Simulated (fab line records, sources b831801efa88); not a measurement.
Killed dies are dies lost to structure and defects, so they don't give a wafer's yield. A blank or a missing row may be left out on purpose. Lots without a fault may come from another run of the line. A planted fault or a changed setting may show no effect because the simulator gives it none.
A struck lot beside a sound one | flow sfq_line | 37 steps out of a route of 325
Sound: wafers L828.4, L828.5, L828.6. Struck: wafer L832.1. (L832.4 of the same lot was not struck and is left out.) The cause comes at the end.
At each step with rows: each side's tool, then ch and its chambers, then its first start. Under that, the readings that differ: sound wafers | struck wafers | difference of the means | sigmas: that difference in standard deviations of wafers without a fault.
alike: readings whose means differ by less than 2 such deviations, and words and numbers that are the same on both sides. not compared: withheld readings, readings that some wafer has no value for, bounds like >300 that may hide the same value, and numbers for which the record gives no deviation and whose values overlap.
The two part at a step that has a row with sigmas, a row that says differs or no value, or rows on one side only. Numbers that don't overlap but have no deviation are shown without sigmas and don't part them. A reading that every wafer of one side lacks parts them only if that side has two wafers or more.

SFQ_R5_THK_MEAS_934: measures by xrf.
  sound on film_metro-04, day 73 20:11; struck on film_metro-03, day 74 18:57
  alike: R5_MONX_THK
then, 6 steps without rows for these wafers: SFQ_TRILAYER_R5_LITHO_COAT_141 (resist thk 62 nm); SFQ_TRILAYER_R5_LITHO_COAT_136 (resist thk 600 nm); SFQ_TRILAYER_R5_LITHO_SOFTBAKE_140; SFQ_TRILAYER_R5_LITHO_EXPOSE_137 (exposes mask R5, target cd 500 nm); SFQ_TRILAYER_R5_LITHO_PEB_139 (peb time 60 s); SFQ_TRILAYER_R5_LITHO_DEVELOP_138 (time 60 s).
SFQ_R5_OVL_MEAS_935:
  sound on overlay-02, day 74 01:36; struck on overlay-02, day 75 09:03
  alike: R5_OVL
then, 1 step without rows for these wafers: SFQ_TRILAYER_R5_BARC_OPEN_METAL_ETCH_177 (etches BARC in O2, target depth 125 nm, time 41.7 s).
SFQ_TRILAYER_R5_ETCH_METAL_ETCH_139: etches the open film in Cl2, stops on SiO2, target depth 60 nm, time 40 s.
  sound on rie_metal-04 ch 0,1, day 74 01:42; struck on rie_metal-02 ch 0, day 75 09:09
  reading                | sound             | struck | difference                   | sigmas
  oes_product_au (a.u.)  | 0.999 0.987 0.988 | 1.001  | +0.010                       | +2
  rf_hours_counter_h (h) | - - -             | 99     | no value on the sound wafers |
  alike: drypump_motor_current_A
then, 2 steps without rows for these wafers: SFQ_TRILAYER_R5_STRIP_STRIP_140 (strips in O2); SFQ_TRILAYER_R5_STRIP_SOLV_CLEAN_141 (cleans in NMP, time 600 s).
SFQ_TRILAYER_A5C_DEP_PECVD_142: deposits SiO2 from SiH4/N2O, time 15.556 s, target thk 70 nm.
  sound on pecvd-02 ch 0,1,2, day 74 02:31; struck on pecvd-03 ch 1, day 75 10:11
  reading                                              | sound            | struck | difference | sigmas
  model.SiO2_of_TRILAYER_A5C_DEP_PECVD_142.thk_nm (nm) | 70.7 70.82 71.28 | 42.8   | -28.1      |
  alike: chamber_pressure_Torr, heater_power_w, throttle_valve_pct
then, 6 steps without rows for these wafers: SFQ_TRILAYER_I5_LITHO_COAT_149 (resist thk 62 nm); SFQ_TRILAYER_I5_LITHO_COAT_144 (resist thk 650 nm); SFQ_TRILAYER_I5_LITHO_SOFTBAKE_148; SFQ_TRILAYER_I5_LITHO_EXPOSE_145 (exposes mask I5, target cd 700 nm); SFQ_TRILAYER_I5_LITHO_PEB_147 (peb time 60 s); SFQ_TRILAYER_I5_LITHO_DEVELOP_146 (time 60 s).
-- the record jumps here: 4 days lie between the struck wafers' starts before and after --
SFQ_I5_OVL_MEAS_936:
  sound on overlay-02, day 74 16:16; struck on overlay-02, day 79 08:32
  alike: I5_OVL
SFQ_TRILAYER_I5_BARC_OPEN_VIA_ETCH_200: etches BARC in O2, target depth 125 nm, time 41.7 s.
  sound on rie_diel-03 ch 0,1,2, day 74 16:19; struck on rie_diel-02 ch 2, day 79 08:35
  reading                | sound | struck | difference                   | sigmas
  rf_hours_counter_h (h) | - - - | 19     | no value on the sound wafers |
  alike: drypump_motor_current_A, oes_product_au
then, 1 step without rows for these wafers: SFQ_TRILAYER_I5_ETCH_VIA_ETCH_147 (etches the open film in CHF3, stops on Nb, target depth 360 nm).
SFQ_TRILAYER_I5_STRIP_STRIP_148: strips in O2.
  sound on rie_metal-01 ch 0,1, day 74 16:41; struck on rie_metal-01 ch 0, day 79 08:46
  reading                | sound | struck | difference                   | sigmas
  rf_hours_counter_h (h) | - - - | 108    | no value on the sound wafers |
  alike: drypump_motor_current_A, oes_product_au
then, 7 steps without rows for these wafers: SFQ_TRILAYER_I5_STRIP_SOLV_CLEAN_149 (cleans in NMP, time 600 s); SFQ_TRILAYER_C5_LITHO_COAT_156 (resist thk 62 nm); SFQ_TRILAYER_C5_LITHO_COAT_151 (resist thk 650 nm); SFQ_TRILAYER_C5_LITHO_SOFTBAKE_155; SFQ_TRILAYER_C5_LITHO_EXPOSE_152 (exposes mask C5, target cd 500 nm); SFQ_TRILAYER_C5_LITHO_PEB_154 (peb time 60 s); SFQ_TRILAYER_C5_LITHO_DEVELOP_153 (time 60 s).
SFQ_C5_OVL_MEAS_937:
  sound on overlay-02, day 75 06:40; struck on overlay-02, day 79 11:56
  alike: C5_OVL
SFQ_TRILAYER_C5_BARC_OPEN_VIA_ETCH_210: etches BARC in O2, target depth 125 nm, time 41.7 s.
  sound on rie_diel-03 ch 0,1,3, day 75 06:41; struck on rie_diel-03 ch 0, day 79 11:59
  alike: drypump_motor_current_A, oes_product_au
  not compared: rf_hours_counter_h
SFQ_TRILAYER_C5_ETCH_VIA_ETCH_154: etches SiO2 in CHF3, stops on Nb, target depth 84 nm.
  sound on rie_diel-03 ch 0,1,3, day 75 06:44; struck on rie_diel-03 ch 0, day 79 12:01
  reading                        | sound             | struck | difference | sigmas
  oes_product_au (a.u.)          | 0.902 0.891 0.902 | 0.697  | -0.201     | -26
  model.C5.feature_depth_nm (nm) | 70.7 70.82 71.28  | 42.8   | -28.1      |
  model.etch.depth_nm (nm)       | 70.7 70.82 71.28  | 42.8   | -28.1      |
  alike: drypump_motor_current_A
then, 2 steps without rows for these wafers: SFQ_TRILAYER_C5_STRIP_STRIP_155 (strips in O2); SFQ_TRILAYER_C5_STRIP_SOLV_CLEAN_156 (cleans in NMP, time 600 s).
SFQ_TRILAYER_M6_DEP_PRE_CLEAN_158: time 22.5 s.
  sound on pvd_sputter-03, day 75 07:46; struck on pvd_sputter-05, day 79 12:50
  reading                                              | sound            | struck | difference | sigmas
  model.SiO2_of_TRILAYER_A5C_DEP_PECVD_142.thk_nm (nm) | 63.2 63.32 63.78 | 35.3   | -28.1      |
SFQ_TRILAYER_M6_DEP_SPUTTER_157: material Nb, target thk 200 nm, time 133.3 s.
  sound on pvd_sputter-03, day 75 07:47; struck on pvd_sputter-05, day 79 12:52
  alike: throttle_valve_pct

WHERE THEY PART
First at SFQ_TRILAYER_R5_ETCH_METAL_ETCH_139; last, within this record, at SFQ_TRILAYER_C5_ETCH_VIA_ETCH_154. Later steps at which nothing parts them and some readings are alike: SFQ_TRILAYER_M6_DEP_SPUTTER_157.

WHY: what the simulator had put in
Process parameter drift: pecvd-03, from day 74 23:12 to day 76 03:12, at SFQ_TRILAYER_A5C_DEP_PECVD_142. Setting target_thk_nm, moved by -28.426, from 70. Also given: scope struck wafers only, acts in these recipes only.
